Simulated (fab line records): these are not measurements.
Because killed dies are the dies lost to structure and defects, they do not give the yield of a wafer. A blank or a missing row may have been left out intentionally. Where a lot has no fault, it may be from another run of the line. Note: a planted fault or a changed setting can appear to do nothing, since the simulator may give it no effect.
Which of the tools did it? | flow sky130 | 39 wafers from 13 lots sampled at 3 of the route's 708 steps

WHAT THE GAUGES SHOWED, per wafer
SKY_LDD_LDN_OVL_MEAS_07. Usual: for LDD_LDN_OVL the level is 0.7 nm and the standard deviation is 1.6.
lot  | measured     | on         | LDD_LDN_OVL (nm) | flag
L211 | day 22 23:40 | overlay-02 | -0.4 1.3 1.2     | 
L212 | day 23 18:36 | overlay-02 | 2.4 0.8 1.2      | 
L213 | day 24 11:09 | overlay-02 | 2.8 3.4 3.8      | 
L216 | day 25 01:57 | overlay-02 | 2.6 2.3 3.9      | 
L217 | day 25 11:03 | overlay-02 | 0.9 -0.7 -0.5    | 
L220 | day 26 13:33 | overlay-02 | 0.2 -0.6 0.0     | 
L221 | day 27 02:30 | overlay-02 | 0.7 1.5 0.6      | 
L222 | day 28 08:30 | overlay-01 | 4.3 4.1 2.0      | 
L223 | day 28 08:47 | overlay-01 | - - -            | OFF
L232 | day 30 05:18 | overlay-02 | 1.5 -0.1 0.6     | 
L231 | day 30 06:42 | overlay-01 | 0.9 -0.4 -0.2    | 
L233 | day 30 15:36 | overlay-01 | 0.1 0.9 -1.6     | 
L234 | day 30 23:31 | overlay-01 | 1.0 0.0 -2.8     | 

SKY_LDD_LDN_TW_MEAS_13. Usual: for LDD_LDN_TW the level is 1465 and the standard deviation is 7.5.
lot  | measured     | on           | LDD_LDN_TW     | flag
L211 | day 23 00:24 | filmMetro-02 | 1465 1460 1472 | 
L212 | day 23 19:20 | filmMetro-01 | 1456 1461 1462 | 
L213 | day 24 11:53 | filmMetro-03 | 1468 1467 1478 | 
L216 | day 25 02:41 | filmMetro-01 | 1460 1466 1465 | 
L217 | day 25 12:05 | filmMetro-02 | 1463 1473 1469 | 
L220 | day 26 14:17 | filmMetro-02 | 1463 1472 1479 | 
L221 | day 27 03:14 | filmMetro-03 | 1464 1464 1464 | 
L222 | day 28 09:15 | filmMetro-02 | 1468 1466 1460 | 
L223 | day 28 09:32 | filmMetro-03 | 30 30 30       | OFF
L232 | day 30 06:02 | filmMetro-03 | 1481 1477 1480 | 
L231 | day 30 07:26 | filmMetro-03 | 1481 1484 1473 | 
L233 | day 30 16:20 | filmMetro-01 | 1446 1454 1455 | 
L234 | day 31 00:16 | filmMetro-03 | 1461 1468 1459 | 

WHAT TOOL EACH LOT RAN ON (gives the tool, then ch and the chambers of the sampled wafers, and finally the start)
lot  | SKY_LDD_LDN_EXPOSE_04
L211 | ilineStepper-02 ch 0, day 22 08:26
L212 | ilineStepper-02 ch 0, day 23 04:33
L213 | ilineStepper-02 ch 0, day 23 19:31
L216 | ilineStepper-01 ch 0, day 24 12:23
L217 | ilineStepper-02 ch 0, day 24 21:29
L220 | ilineStepper-02 ch 0, day 25 23:25
L221 | ilineStepper-01 ch 0, day 26 11:43
L222 | ilineStepper-01 ch 0, day 27 18:02
L223 | ilineStepper-02 ch 0, day 27 18:14
L232 | ilineStepper-02 ch 0, day 29 15:27
L231 | ilineStepper-02 ch 0, day 29 16:57
L233 | ilineStepper-02 ch 0, day 30 01:25
L234 | ilineStepper-02 ch 0, day 30 09:31
- SKY_LDD_LDN_EXPOSE_04: exposes mask LDNTM, target cd 700 nm.

AS READ BY THE TOOLS THEMSELVES (means over the sampled wafers that have a number; for cases with no such wafer, the mark the record gives instead)
SKY_LDD_LDN_EXPOSE_04. Usual: -0.1 nm for focusOffsetNm, sd 0.53.
lot  | tool            | focusOffsetNm (nm) | flag
L211 | ilineStepper-02 | 0.5                | 
L212 | ilineStepper-02 | 0.2                | 
L213 | ilineStepper-02 | -0.2               | 
L216 | ilineStepper-01 | -0.2               | 
L217 | ilineStepper-02 | 0.4                | 
L220 | ilineStepper-02 | -0.7               | 
L221 | ilineStepper-01 | 0.2                | 
L222 | ilineStepper-01 | -0.5               | 
L223 | ilineStepper-02 | -0.4               | 
L232 | ilineStepper-02 | 0.6                | 
L231 | ilineStepper-02 | 0.4                | 
L233 | ilineStepper-02 | -0.3               | 
L234 | ilineStepper-02 | 0.5                | 

THE ANSWER, worked out from the rows above alone
Rule: a lot is off if the mean of its wafers that have a number lies more than 3 standard deviations from the usual mean. Also off: a lot with no number at a reading for which 4 or more lots have one. Where the step has rows for the other lots, those lots are counted as sound. After the gauges, taken in route order, come the tools' own readings; for these a lot's mean is taken, as printed above. At the first step where some lot is off, the reading lying furthest off is the one used; lots without a number count as furthest.
Off: L223, seen at SKY_LDD_LDN_OVL_MEAS_07 (LDD_LDN_OVL). Without a number there: L223.
A tool fits if, at a process step before that reading, it ran every lot that is off, and no sound lot after the first of them. Not tried: the gauges at SKY_LDD_LDN_OVL_MEAS_07; whatever is off there is also off at SKY_LDD_LDN_TW_MEAS_13, on other tools, and gauge error can't account for it. Not one of the candidates tried fits.

WHAT WAS PUT IN BY THE SIMULATOR
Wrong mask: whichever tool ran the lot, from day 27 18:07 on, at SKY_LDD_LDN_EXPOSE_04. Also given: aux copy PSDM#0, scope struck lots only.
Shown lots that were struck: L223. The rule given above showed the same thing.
